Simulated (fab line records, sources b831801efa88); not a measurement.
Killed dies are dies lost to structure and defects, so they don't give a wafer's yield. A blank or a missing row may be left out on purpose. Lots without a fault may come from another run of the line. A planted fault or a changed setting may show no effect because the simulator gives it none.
Which tool did it? | flow sky130 | 12 lots, 36 wafers sampled, at 1 step of a route of 708

WHAT THE GAUGES READ, wafer by wafer
SKY_POLY_CUT_CD_MEAS_08: target cd 270 nm.
lot  | measured     | on        | cd_nm (nm)
L107 | day 24 08:49 | cd_sem-02 | 268.9 268.7 268.9
L113 | day 26 17:29 | cd_sem-02 | 269.1 268.9 269.3
L114 | day 26 23:37 | cd_sem-01 | 270.8 270.0 270.3
L116 | day 28 02:16 | cd_sem-01 | 269.4 269.9 271.5
L118 | day 28 15:26 | cd_sem-01 | 268.1 268.8 268.4
L119 | day 28 22:59 | cd_sem-02 | 268.6 267.4 268.3
L120 | day 29 05:49 | cd_sem-01 | 269.7 269.1 271.1
L121 | day 29 14:27 | cd_sem-02 | 271.7 273.2 272.6
L124 | day 30 13:53 | cd_sem-02 | 268.4 269.5 268.9
L126 | day 31 00:23 | cd_sem-02 | 272.1 269.9 271.3
L128 | day 31 19:01 | cd_sem-01 | 267.9 268.0 266.9
L129 | day 32 00:26 | cd_sem-02 | 269.9 269.8 270.4

WHICH TOOL RAN EACH LOT (tool, then ch and the chambers of the sampled wafers, then the start)
The record holds no process step before these readings.

WHAT THE TOOLS THEMSELVES READ (means of the sampled wafers that have a number; where no wafer has one, the mark that the record gives instead)
The record holds no such reading with a usual standard deviation.

THE ANSWER, worked out from the rows above alone
Rule: what is usual is taken from the lots themselves. Put in order of their means at a reading, lots are off if they are a third of the lots or fewer, leave a main group of 4 or more, and stand apart from it by a gap of 3 or more times the standard deviation of the main group's means; of several such gaps the widest counts. A main group whose means are all the same, to the digits that the tables above print for the reading, isn't used. A lot without any number at a reading at which 4 lots or more have one is off too. The other lots that the step has rows for count as sound. The gauges are gone through in route order, then the tools' own readings, and for those a lot's mean is taken as printed above. The first step at which some lot is off is used, and at that step the reading that is off furthest; a lot without a number counts as furthest.
No lot is off at any reading shown: from this, nothing can be told.

WHAT THE SIMULATOR HAD PUT IN
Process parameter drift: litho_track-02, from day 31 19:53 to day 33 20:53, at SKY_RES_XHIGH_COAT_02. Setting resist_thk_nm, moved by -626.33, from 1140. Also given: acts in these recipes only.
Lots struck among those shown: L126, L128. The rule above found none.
